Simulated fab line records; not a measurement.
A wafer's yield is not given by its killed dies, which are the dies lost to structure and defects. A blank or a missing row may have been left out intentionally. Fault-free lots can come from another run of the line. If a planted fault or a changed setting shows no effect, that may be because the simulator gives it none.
Matching of chambers / flow gf180mcu / GF_V5_CMP_04 on cmp-01 has 4 sister chambers
The step polishes SiO2. 4 wafers are shown with their chamber, then 7 later ones without.

## WAFERS PAIRED WITH THEIR CHAMBERS
wafer=L725.2; chamber=1; motor-current-A (A)=10.7
wafer=L725.5; chamber=0; motor-current-A (A)=11.0
wafer=L736.1; chamber=3; motor-current-A (A)=14.9
wafer=L736.2; chamber=2; motor-current-A (A)=14.2

## WAFERS WITH NO CHAMBER GIVEN
wafer=L736.3; motor-current-A (A)=11.5
wafer=L739.1; motor-current-A (A)=11.3
wafer=L739.3; motor-current-A (A)=11.1
wafer=L739.5; motor-current-A (A)=15.0
wafer=L741.1; motor-current-A (A)=11.3
wafer=L741.2; motor-current-A (A)=14.3
wafer=L741.6; motor-current-A (A)=11.8

## CHAMBER TAKEN BY EACH
wafer=L736.3; from the rows above=can't be placed: 0 or 1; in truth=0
wafer=L739.1; from the rows above=can't be placed: 0 or 1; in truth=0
wafer=L739.3; from the rows above=can't be placed: 0 or 1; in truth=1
wafer=L739.5; from the rows above=can't be placed: 3 or 2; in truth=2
wafer=L741.1; from the rows above=can't be placed: 0 or 1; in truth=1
wafer=L741.2; from the rows above=can't be placed: 2 or 3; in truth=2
wafer=L741.6; from the rows above=can't be placed: 0 or 1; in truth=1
Correct placement for 0 of the 7. Unplaceable from these rows: 7, with the true chamber sitting among the candidates in 7. Placed wrongly: 0.
How it was worked out, from the rows above alone: a wafer's distance from a chamber is the root of the sum, over the readings, of the square of ((its reading less the chamber's mean) divided by the reading's scatter). The wafer belongs to the nearest chamber; if the next one is less than 2 further off, it can't be placed. For every chamber, the mean is computed from those of its wafers that are shown. The scatter (one wafer shown for each chamber): square how far every hidden wafer sits from the nearest shown wafer, average those squares and take the square root.
